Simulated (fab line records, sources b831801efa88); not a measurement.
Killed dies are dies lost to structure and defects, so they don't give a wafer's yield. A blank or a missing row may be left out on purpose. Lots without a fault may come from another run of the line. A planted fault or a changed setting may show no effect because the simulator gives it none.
One fault seen from 2 desks | flow sky130 | each desk has only its own numbers; what lay behind them comes last

THE TOOL OWNER'S DESK: cvd_w-01
The tool's own readings at SKY_CONTACT_CVD_24 (deposits W, target thk 340 nm, time 102.12 s): means of the sampled wafers that have a number, for each lot that ran on this tool. A lot is out of limits, marked OUT, if its mean lies more than 4 standard deviations from the usual mean; the brackets give that distance.
Columns: A = heater_power_w at SKY_CONTACT_CVD_24, usual 930 W
lot  | first seen here | A
L537 | day 32 04:57    | 988
L543 | day 33 22:11    | 919
L545 | day 34 11:56    | 914
L546 | day 34 21:42    | 922
L547 | day 35 07:29    | 964
L555 | day 37 13:14    | 979
L558 | day 38 12:26    | 851
This desk's finding: nothing out of limits on any of the 7 lots.

THE METROLOGY DESK
What the gauges read, lot by lot, whatever tool the lot ran on: means of the sampled wafers that have a number. A lot is out of limits, marked OUT, if its mean lies more than 4 standard deviations from the usual mean; the brackets give that distance.
Columns: A = cd_nm at SKY_LOCAL_INTERCONNECT_CD_MEAS_11, usual 169.7 nm; B = LOCAL_INTERCONNECT_OVL at SKY_LOCAL_INTERCONNECT_OVL_MEAS_12, usual 0 nm; C = CONTACT_W_RS at SKY_CONTACT_RS_MEAS_25, usual 0.341 ohm/sq; D = CONTACT_W_THK at SKY_CONTACT_THK_MEAS_26, usual 355 nm
lot  | first seen here | A     | B   | C                | D
L537 | day 30 22:51    | 168.6 | 7   | 0.337            | 353
L540 | day 31 16:59    | 167.7 | -4  | 0.343            | 348
L542 | day 32 10:44    | 168.7 | 6   | 0.341            | 352
L543 | day 32 16:49    | 167.1 | -4  | 0.343            | 350
L545 | day 33 07:28    | 172.0 | -7  | 0.311 (-7.6) OUT | 399 (+7.0) OUT
L546 | day 33 16:37    | 170.8 | 2   | 0.287 (-14) OUT  | 437 (+13) OUT
L547 | day 34 02:34    | 168.3 | -6  | 0.262 (-20) OUT  | 476 (+19) OUT
L555 | day 36 09:25    | 169.9 | -10 | 0.341            | 364
L557 | day 36 20:31    | 170.2 | 2   | 0.342            | 355
L558 | day 37 08:41    | 168.9 | 0   | 0.336            | 362
L559 | day 37 11:19    | 167.7 | 3   | 0.345            | 347
L560 | day 37 15:59    | 171.9 | -1  | 0.347            | 350
This desk's finding: out of limits on L545, L546, L547; first on L545, day 34 12:02 (CONTACT_W_RS at SKY_CONTACT_RS_MEAS_25). In limits: L537, L540, L542, L543, L555, L557, L558, L559, L560.

PUT TOGETHER
The metrology desk could have raised an alarm at day 34 12:02, on L545, L546, L547.
The tool owner's desk saw nothing out of limits.
The tool owner's desk has L545, L546, L547 on record, within its limits.
Of the lots named, all ran SKY_CONTACT_CVD_24 on cvd_w-01.

WHAT THE SIMULATOR HAD PUT IN
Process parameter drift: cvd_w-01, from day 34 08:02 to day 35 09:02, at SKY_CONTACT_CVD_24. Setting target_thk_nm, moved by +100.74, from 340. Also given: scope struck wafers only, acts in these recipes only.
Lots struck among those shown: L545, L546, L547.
Hours from the fault's start to each desk's first reading out of limits: the metrology desk, 4.
